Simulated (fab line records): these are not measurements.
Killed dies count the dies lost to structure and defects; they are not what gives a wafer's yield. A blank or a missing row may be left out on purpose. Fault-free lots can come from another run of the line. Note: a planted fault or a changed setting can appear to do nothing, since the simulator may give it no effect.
2 desks, one fault -- flow sky130 -- what lay behind the numbers comes last; until then each desk has only its own

AT THE METROLOGY DESK
What the gauges read for every lot (on any tool): the sampled wafers with a number, averaged. Marked OUT: a lot whose mean sits more than 4 standard deviations from the usual mean, which makes it out of limits; the brackets give that distance.
Columns: A = CAP2M_CVD_00_THK at SKY_CAP2M_THK_MEAS_01, usual 15.56 nm; B = cd-nm at SKY_METAL4_CD_MEAS_13, usual 299.7 nm
lot,first seen here,A,B
L649,day 41 07:51,15.54,299.8
L652,day 42 18:52,15.40,298.6
L653,day 43 00:52,15.59,299.6
L654,day 43 06:23,15.43,302.6
L656,day 43 18:59,15.37,299.5
L657,day 43 21:23,15.39,297.0
L658,day 44 08:53,15.67,318.8 (+13) OUT
L659,day 44 11:41,15.55,318.1 (+12) OUT
L666,day 46 15:54,15.54,301.5
L670,day 47 12:38,15.76,300.5
L672,day 47 19:43,15.65,302.2
Finding of this desk: L658, L659 out of limits; the first was L658 at day 46 07:33, on cd-nm at SKY_METAL4_CD_MEAS_13. L649, L652, L653, L654, L656, L657, L666, L670, L672 stayed within limits.

TOOL OWNER'S DESK, krf-scanner-01
The tool's own readings at SKY_METAL4_EXPOSE_10 (exposes mask MM4, target cd 300 nm): means of the sampled wafers that have a number, for each lot that ran on this tool. Marked OUT: a lot whose mean sits more than 4 standard deviations from the usual mean, which makes it out of limits; the brackets give that distance.
Columns: A = exposure-dose-mJ-cm2 at SKY_METAL4_EXPOSE_10, usual 27.99; B = stage-vel-mm-s at SKY_METAL4_EXPOSE_10, usual 500.03 mm/s
lot,first seen here,A,B
L656,day 45 06:31,28.01,499.92
L657,day 45 08:06,28.01,500.05
L658,day 45 20:48,25.00 (-93) OUT,500.25
L659,day 45 21:57,25.05 (-92) OUT,500.22
Finding of this desk: L658, L659 out of limits; the first was L658 at day 45 20:48, on exposure-dose-mJ-cm2 at SKY_METAL4_EXPOSE_10. L656, L657 stayed within limits.

BROUGHT TOGETHER
At day 45 20:48, on L658, L659, the tool owner's desk was in a position to raise an alarm.
The metrology desk could have raised an alarm at day 46 07:33, on L658, L659.
The lots listed all ran SKY_METAL4_EXPOSE_10 on krf-scanner-01.

WHAT WAS PUT IN BY THE SIMULATOR
Process parameters drifting: krf-scanner-01 at SKY_METAL4_EXPOSE_10, beginning at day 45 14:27. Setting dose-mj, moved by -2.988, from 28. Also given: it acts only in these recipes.
Struck lots among those shown: L658, L659.
Fault start to first reading out of limits, in hours, per desk: tool owner, 6; metrology, 17.
